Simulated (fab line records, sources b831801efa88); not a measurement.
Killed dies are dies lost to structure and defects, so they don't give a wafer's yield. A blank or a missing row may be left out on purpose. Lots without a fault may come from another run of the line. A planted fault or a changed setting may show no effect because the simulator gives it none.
Tool commonality check | flow sky130 | 10 lots, 30 wafers sampled

WHY IT WAS OPENED
At SKY_CAP2M_RS_MEAS_03 the reading CAP2M_TIN_RS is flagged on 2 of 10 lots. Wafers without a fault read 6.94 ohm/sq, standard deviation 0.083.
Rule: a lot is flagged when every wafer of it that has a number lies more than 4 standard deviations from that mean, or none has a number. The other lots count as sound.

lot  | measured     | on            | CAP2M_TIN_RS (ohm/sq), wafer by wafer | flag
L457 | day 39 14:27 | film_metro-03 | 6.87 6.92 6.89                        |
L459 | day 40 06:35 | film_metro-02 | 6.89 6.83 6.86                        |
L460 | day 40 13:06 | film_metro-01 | 6.97 6.91 6.92                        |
L462 | day 41 11:56 | film_metro-03 | 7.01 6.93 7.02                        |
L465 | day 42 03:25 | film_metro-03 | 6.82 6.83 6.88                        |
L469 | day 42 23:17 | film_metro-03 | 8.14 8.16 8.06                        | FLAGGED
L472 | day 43 17:10 | film_metro-01 | 8.01 8.18 8.02                        | FLAGGED
L473 | day 45 02:46 | film_metro-03 | 6.95 7.01 6.81                        |
L477 | day 45 07:26 | film_metro-03 | 7.16 7.03 7.13                        |
L480 | day 45 21:58 | film_metro-03 | 6.77 6.93 6.94                        |
The numbers of the flagged lots are 8.10 ohm/sq on average: +1.16 ohm/sq against the usual, or +14 standard deviations.

WHICH TOOL RAN EACH LOT
The record holds 3 process steps before the reading, out of a route of 708 steps. In each cell: the tool, then ch and the chambers that the sampled wafers went through, then the start.
lot  | flag    | SKY_VIA3_SPUTTER_20          | SKY_VIA3_CVD_21               | SKY_CAP2M_SPUTTER_02
L457 |         | pvd_sputter-01, day 39 13:26 | cvd_w-02 ch 0,1, day 39 13:30 | pvd_sputter-03, day 39 14:20
L459 |         | pvd_sputter-03, day 40 05:32 | cvd_w-02 ch 0,1, day 40 05:38 | pvd_sputter-01, day 40 06:26
L460 |         | pvd_sputter-01, day 40 12:03 | cvd_w-02 ch 0,1, day 40 12:09 | pvd_sputter-03, day 40 12:57
L462 |         | pvd_sputter-02, day 41 10:55 | cvd_w-01 ch 0,1, day 41 10:59 | pvd_sputter-01, day 41 11:49
L465 |         | pvd_sputter-01, day 42 02:25 | cvd_w-01 ch 0,1, day 42 02:28 | pvd_sputter-03, day 42 03:19
L469 | FLAGGED | pvd_sputter-02, day 42 22:14 | cvd_w-01 ch 0,1, day 42 22:20 | pvd_sputter-03, day 42 23:08
L472 | FLAGGED | pvd_sputter-03, day 43 16:10 | cvd_w-02 ch 0,1, day 43 16:14 | pvd_sputter-03, day 43 17:04
L473 |         | pvd_sputter-01, day 45 01:45 | cvd_w-02 ch 0,1, day 45 01:49 | pvd_sputter-01, day 45 02:40
L477 |         | pvd_sputter-02, day 45 06:26 | cvd_w-02 ch 0,1, day 45 06:29 | pvd_sputter-04, day 45 07:20
L480 |         | pvd_sputter-03, day 45 20:56 | cvd_w-01 ch 0,1, day 45 20:59 | pvd_sputter-01, day 45 21:50
What these steps do:
- SKY_VIA3_SPUTTER_20: material TiN, target thk 20 nm, time 80 s.
- SKY_VIA3_CVD_21: deposits W, target thk 390 nm, time 117.31 s.
- SKY_CAP2M_SPUTTER_02: material TiN, target thk 200 nm, time 166.7 s.
- SKY_CAP2M_RS_MEAS_03: measures by four-point-probe.

FLAGGED OVER TOTAL, TOOL BY TOOL (the gauges that took the reading come last)
step                 | tool           | lots run | flagged | share of the flagged lots | sound lots run after its first flagged lot
SKY_VIA3_SPUTTER_20  | pvd_sputter-01 | 4        | 0       | none                      | -
SKY_VIA3_SPUTTER_20  | pvd_sputter-02 | 3        | 1       | some                      | 1 (L477)
SKY_VIA3_SPUTTER_20  | pvd_sputter-03 | 3        | 1       | some                      | 1 (L480)
SKY_VIA3_CVD_21      | cvd_w-01       | 4        | 1       | some                      | 1 (L480)
SKY_VIA3_CVD_21      | cvd_w-02       | 6        | 1       | some                      | 2 (L473,L477)
SKY_CAP2M_SPUTTER_02 | pvd_sputter-01 | 4        | 0       | none                      | -
SKY_CAP2M_SPUTTER_02 | pvd_sputter-03 | 5        | 2       | all                       | 0
SKY_CAP2M_SPUTTER_02 | pvd_sputter-04 | 1        | 0       | none                      | -
SKY_CAP2M_RS_MEAS_03 | film_metro-01  | 2        | 1       | some                      | 0
SKY_CAP2M_RS_MEAS_03 | film_metro-02  | 1        | 0       | none                      | -
SKY_CAP2M_RS_MEAS_03 | film_metro-03  | 7        | 1       | some                      | 3 (L473,L477,L480)

WHAT THE TABLE ALLOWS
1 row of the table ran every flagged lot: pvd_sputter-03 at SKY_CAP2M_SPUTTER_02.
- pvd_sputter-03 at SKY_CAP2M_SPUTTER_02: 2 of its 5 lots flagged. Its last sound lot is L465 (day 42 03:19), its first flagged lot L469 (day 42 23:08): a fault that began between those two fits. Its own readings lie more than 4 standard deviations out on every wafer of the flagged lots: cathode_dc_power_W.
One tool is left: pvd_sputter-03 at SKY_CAP2M_SPUTTER_02.

WHAT THE SIMULATOR HAD PUT IN
Process parameter drift: pvd_sputter-03, from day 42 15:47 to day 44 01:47, at SKY_CAP2M_SPUTTER_02. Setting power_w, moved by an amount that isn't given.
Lots struck among those shown: L469, L472. The rule above found the same.
